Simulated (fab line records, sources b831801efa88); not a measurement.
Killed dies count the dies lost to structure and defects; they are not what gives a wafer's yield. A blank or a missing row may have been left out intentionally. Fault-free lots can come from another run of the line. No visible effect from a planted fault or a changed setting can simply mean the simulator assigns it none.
Which tool was responsible? || flow gf180mcu || 13 lots with 39 wafers sampled at 4 steps, on a route of 602 steps

WHAT THE GAUGES READ, wafer by wafer
GF_V2_BOW_MEAS_05. Usual: V2_BOW 99 um, standard deviation 9.2.
{"lot": "L558", "measured": "day 20 02:32", "on": "film metro-02", "V2_BOW (um)": "94 99 86", "flag": ""}
{"lot": "L560", "measured": "day 20 20:50", "on": "film metro-03", "V2_BOW (um)": "105 91 99", "flag": ""}
{"lot": "L562", "measured": "day 21 02:03", "on": "film metro-03", "V2_BOW (um)": "85 93 106", "flag": ""}
{"lot": "L570", "measured": "day 24 00:17", "on": "film metro-03", "V2_BOW (um)": "106 112 113", "flag": ""}
{"lot": "L571", "measured": "day 24 01:46", "on": "film metro-03", "V2_BOW (um)": "101 88 105", "flag": ""}
{"lot": "L572", "measured": "day 24 03:06", "on": "film metro-01", "V2_BOW (um)": "102 110 102", "flag": ""}
{"lot": "L573", "measured": "day 24 16:52", "on": "film metro-02", "V2_BOW (um)": "100 106 100", "flag": ""}
{"lot": "L574", "measured": "day 24 22:40", "on": "film metro-02", "V2_BOW (um)": "89 102 104", "flag": ""}
{"lot": "L575", "measured": "day 25 08:02", "on": "film metro-03", "V2_BOW (um)": "92 99 102", "flag": ""}
{"lot": "L576", "measured": "day 25 15:08", "on": "film metro-01", "V2_BOW (um)": "95 104 98", "flag": ""}
{"lot": "L577", "measured": "day 25 18:18", "on": "film metro-02", "V2_BOW (um)": "101 104 93", "flag": ""}
{"lot": "L579", "measured": "day 26 07:45", "on": "film metro-03", "V2_BOW (um)": "100 102 97", "flag": ""}
{"lot": "L581", "measured": "day 26 20:48", "on": "film metro-01", "V2_BOW (um)": "101 108 114", "flag": ""}

WHICH TOOL RAN EACH LOT (tool, then ch and the chambers of the sampled wafers, then the start)
{"lot": "L558", "GF_V1_ETCH_17": "rie diel-02 ch 0,2, day 19 00:28 or earlier", "GF_V1_CMP_26": "cmp-01 ch 0,1,2, day 19 00:28", "GF_M2_STRIP_18": "wet bench-04 ch 3, day 20 01:30"}
{"lot": "L560", "GF_V1_ETCH_17": "rie diel-02 ch 1,3, day 19 18:09 or earlier", "GF_V1_CMP_26": "cmp-02 ch 0,2,3, day 19 18:09", "GF_M2_STRIP_18": "wet bench-04 ch 3, day 20 19:48"}
{"lot": "L562", "GF_V1_ETCH_17": "rie diel-03 ch 0,1,3, day 19 23:54 or earlier", "GF_V1_CMP_26": "cmp-02 ch 1,2, day 19 23:54", "GF_M2_STRIP_18": "wet bench-01 ch 3, day 21 01:03"}
{"lot": "L570", "GF_V1_ETCH_17": "rie diel-03 ch 1,2,3, day 23 00:02 or earlier", "GF_V1_CMP_26": "cmp-02 ch 0,1,3, day 23 00:02", "GF_M2_STRIP_18": "wet bench-03 ch 3, day 23 23:15"}
{"lot": "L571", "GF_V1_ETCH_17": "rie diel-03 ch 1,3, day 23 01:36 or earlier", "GF_V1_CMP_26": "cmp-02 ch 0,1,3, day 23 01:36", "GF_M2_STRIP_18": "wet bench-03 ch 3, day 24 00:37"}
{"lot": "L572", "GF_V1_ETCH_17": "rie diel-04 ch 1,2,3, day 23 03:06 or earlier", "GF_V1_CMP_26": "cmp-02 ch 0,1,2, day 23 03:06", "GF_M2_STRIP_18": "wet bench-04 ch 2, day 24 02:06"}
{"lot": "L573", "GF_V1_ETCH_17": "rie diel-04 ch 2,3, day 23 17:32 or earlier", "GF_V1_CMP_26": "cmp-02 ch 0,1,3, day 23 17:32", "GF_M2_STRIP_18": "wet bench-01 ch 3, day 24 15:48"}
{"lot": "L574", "GF_V1_ETCH_17": "rie diel-02 ch 0,2,3, day 23 23:31 or earlier", "GF_V1_CMP_26": "cmp-02 ch 0,1,3, day 23 23:31", "GF_M2_STRIP_18": "wet bench-01 ch 3, day 24 21:37"}
{"lot": "L575", "GF_V1_ETCH_17": "rie diel-02 ch 0,3, day 24 08:25 or earlier", "GF_V1_CMP_26": "cmp-02 ch 0,1,3, day 24 08:25", "GF_M2_STRIP_18": "wet bench-03 ch 0, day 25 07:00"}
{"lot": "L576", "GF_V1_ETCH_17": "rie diel-04 ch 0,1,3, day 24 15:44 or earlier", "GF_V1_CMP_26": "cmp-02 ch 0,2,3, day 24 15:44", "GF_M2_STRIP_18": "wet bench-01 ch 2, day 25 14:09"}
{"lot": "L577", "GF_V1_ETCH_17": "rie diel-04 ch 1,2,3, day 24 18:57 or earlier", "GF_V1_CMP_26": "cmp-01 ch 0,1,2, day 24 18:57", "GF_M2_STRIP_18": "wet bench-04 ch 2, day 25 17:16"}
{"lot": "L579", "GF_V1_ETCH_17": "rie diel-02 ch 0,2, day 25 08:36 or earlier", "GF_V1_CMP_26": "cmp-01 ch 0,2,3, day 25 08:36", "GF_M2_STRIP_18": "wet bench-03 ch 3, day 26 06:42"}
{"lot": "L581", "GF_V1_ETCH_17": "rie diel-02 ch 0,1,2, day 25 22:41 or earlier", "GF_V1_CMP_26": "cmp-02 ch 0,3, day 25 22:41", "GF_M2_STRIP_18": "wet bench-03 ch 3, day 26 19:43"}
- GF_V1_ETCH_17: etches SiO2 in C4F8/O2/Ar, stops on TiN, target depth 630 nm.
- GF_V1_CMP_26: polishes, stops on SiO2, t overpolish 15 s, target thk 0 nm.
- GF_M2_STRIP_18: strips in post etch residue remover, time 1200 s.

AS READ BY THE TOOLS THEMSELVES (means over the sampled wafers that have a number; for cases with no such wafer, the mark the record gives instead)
GF_V1_ETCH_17. Usual: bias w 1200 W, standard deviation 3.3; chamber pressure mTorr 40.00 mTorr, standard deviation 0.044; oes product au 0.855 a.u., standard deviation 0.0049.
{"lot": "L558", "tool": "rie diel-02", "bias w (W)": 1201, "chamber pressure mTorr (mTorr)": 39.98, "oes product au (a.u.)": 0.858, "flag": ""}
{"lot": "L560", "tool": "rie diel-02", "bias w (W)": 1198, "chamber pressure mTorr (mTorr)": 40.03, "oes product au (a.u.)": 0.855, "flag": ""}
{"lot": "L562", "tool": "rie diel-03", "bias w (W)": 1202, "chamber pressure mTorr (mTorr)": 40.05, "oes product au (a.u.)": 0.851, "flag": ""}
{"lot": "L570", "tool": "rie diel-03", "bias w (W)": 1200, "chamber pressure mTorr (mTorr)": 39.98, "oes product au (a.u.)": 0.855, "flag": ""}
{"lot": "L571", "tool": "rie diel-03", "bias w (W)": 1200, "chamber pressure mTorr (mTorr)": 40.01, "oes product au (a.u.)": 0.851, "flag": ""}
{"lot": "L572", "tool": "rie diel-04", "bias w (W)": 1204, "chamber pressure mTorr (mTorr)": 40.00, "oes product au (a.u.)": 0.852, "flag": ""}
{"lot": "L573", "tool": "rie diel-04", "bias w (W)": 1203, "chamber pressure mTorr (mTorr)": 40.01, "oes product au (a.u.)": 0.853, "flag": ""}
{"lot": "L574", "tool": "rie diel-02", "bias w (W)": 1200, "chamber pressure mTorr (mTorr)": 39.99, "oes product au (a.u.)": 0.857, "flag": ""}
{"lot": "L575", "tool": "rie diel-02", "bias w (W)": 1198, "chamber pressure mTorr (mTorr)": 40.00, "oes product au (a.u.)": 0.853, "flag": ""}
{"lot": "L576", "tool": "rie diel-04", "bias w (W)": 1198, "chamber pressure mTorr (mTorr)": 40.00, "oes product au (a.u.)": 0.855, "flag": ""}
{"lot": "L577", "tool": "rie diel-04", "bias w (W)": 1199, "chamber pressure mTorr (mTorr)": 40.02, "oes product au (a.u.)": 0.854, "flag": ""}
{"lot": "L579", "tool": "rie diel-02", "bias w (W)": 1202, "chamber pressure mTorr (mTorr)": 40.01, "oes product au (a.u.)": 0.858, "flag": ""}
{"lot": "L581", "tool": "rie diel-02", "bias w (W)": 1201, "chamber pressure mTorr (mTorr)": 40.00, "oes product au (a.u.)": 0.851, "flag": ""}

GF_V1_CMP_26. Usual: motor current A 10.3 A, standard deviation 0.62; overpolish run s 14.999 s, standard deviation 0.0091; retaining ring pressure frac 1.000, standard deviation 0.005; time to endpoint s 85 s, standard deviation 3.6.
{"lot": "L558", "tool": "cmp-01", "motor current A (A)": 9.7, "overpolish run s (s)": 14.994, "retaining ring pressure frac": 1.001, "time to endpoint s (s)": 81, "flag": ""}
{"lot": "L560", "tool": "cmp-02", "motor current A (A)": 10.3, "overpolish run s (s)": 15.007, "retaining ring pressure frac": 0.996, "time to endpoint s (s)": 89, "flag": ""}
{"lot": "L562", "tool": "cmp-02", "motor current A (A)": 10.2, "overpolish run s (s)": 14.997, "retaining ring pressure frac": 0.997, "time to endpoint s (s)": 86, "flag": ""}
{"lot": "L570", "tool": "cmp-02", "motor current A (A)": 11.0, "overpolish run s (s)": 15.001, "retaining ring pressure frac": 0.998, "time to endpoint s (s)": 88, "flag": ""}
{"lot": "L571", "tool": "cmp-02", "motor current A (A)": 11.0, "overpolish run s (s)": 14.992, "retaining ring pressure frac": 1.000, "time to endpoint s (s)": 88, "flag": ""}
{"lot": "L572", "tool": "cmp-02", "motor current A (A)": 10.3, "overpolish run s (s)": 14.994, "retaining ring pressure frac": 1.003, "time to endpoint s (s)": 87, "flag": ""}
{"lot": "L573", "tool": "cmp-02", "motor current A (A)": 10.8, "overpolish run s (s)": 15.002, "retaining ring pressure frac": 1.000, "time to endpoint s (s)": 86, "flag": ""}
{"lot": "L574", "tool": "cmp-02", "motor current A (A)": 10.8, "overpolish run s (s)": 14.994, "retaining ring pressure frac": 0.994, "time to endpoint s (s)": 86, "flag": ""}
{"lot": "L575", "tool": "cmp-02", "motor current A (A)": 11.1, "overpolish run s (s)": 14.998, "retaining ring pressure frac": 0.994, "time to endpoint s (s)": 86, "flag": ""}
{"lot": "L576", "tool": "cmp-02", "motor current A (A)": 10.1, "overpolish run s (s)": 15.002, "retaining ring pressure frac": 1.004, "time to endpoint s (s)": 81, "flag": ""}
{"lot": "L577", "tool": "cmp-01", "motor current A (A)": 9.8, "overpolish run s (s)": 14.998, "retaining ring pressure frac": 1.000, "time to endpoint s (s)": 83, "flag": ""}
{"lot": "L579", "tool": "cmp-01", "motor current A (A)": 10.0, "overpolish run s (s)": 15.002, "retaining ring pressure frac": 0.997, "time to endpoint s (s)": 83, "flag": ""}
{"lot": "L581", "tool": "cmp-02", "motor current A (A)": 10.7, "overpolish run s (s)": 14.995, "retaining ring pressure frac": 0.995, "time to endpoint s (s)": 89, "flag": ""}

GF_M2_STRIP_18. Usual: run length s reads 1228 s (standard deviation 4.1).
{"lot": "L558", "tool": "wet bench-04", "run length s (s)": 1224, "flag": ""}
{"lot": "L560", "tool": "wet bench-04", "run length s (s)": 1142, "flag": "OFF"}
{"lot": "L562", "tool": "wet bench-01", "run length s (s)": 1226, "flag": ""}
{"lot": "L570", "tool": "wet bench-03", "run length s (s)": 1233, "flag": ""}
{"lot": "L571", "tool": "wet bench-03", "run length s (s)": 1233, "flag": ""}
{"lot": "L572", "tool": "wet bench-04", "run length s (s)": 1226, "flag": ""}
{"lot": "L573", "tool": "wet bench-01", "run length s (s)": 1234, "flag": ""}
{"lot": "L574", "tool": "wet bench-01", "run length s (s)": 1233, "flag": ""}
{"lot": "L575", "tool": "wet bench-03", "run length s (s)": 1227, "flag": ""}
{"lot": "L576", "tool": "wet bench-01", "run length s (s)": 1226, "flag": ""}
{"lot": "L577", "tool": "wet bench-04", "run length s (s)": 1232, "flag": ""}
{"lot": "L579", "tool": "wet bench-03", "run length s (s)": 1235, "flag": ""}
{"lot": "L581", "tool": "wet bench-03", "run length s (s)": 1235, "flag": ""}

THE ANSWER, worked out from the rows above alone
Rule: a lot counts as off when the mean over its wafers that have a number is more than 3 standard deviations away from the usual mean. A lot without any number at a reading at which 4 lots or more have one is off too. Where the step has rows for the other lots, those lots are counted as sound. After the gauges, taken in route order, come the tools' own readings; for these a lot's mean is taken, as printed above. At the first step where some lot is off, the reading lying furthest off is the one used; lots without a number count as furthest.
Off, at GF_M2_STRIP_18 on run length s: L560.
A tool fits if, at that step or a process step before it, it ran every lot that is off, and no sound lot after the first of them. Because GF_V1_ETCH_17 lacks a start for some lots, the hours and order of its lots are taken from GF_V1_CMP_26. No candidate that was tried fits.

WHAT THE SIMULATOR HAD INSERTED
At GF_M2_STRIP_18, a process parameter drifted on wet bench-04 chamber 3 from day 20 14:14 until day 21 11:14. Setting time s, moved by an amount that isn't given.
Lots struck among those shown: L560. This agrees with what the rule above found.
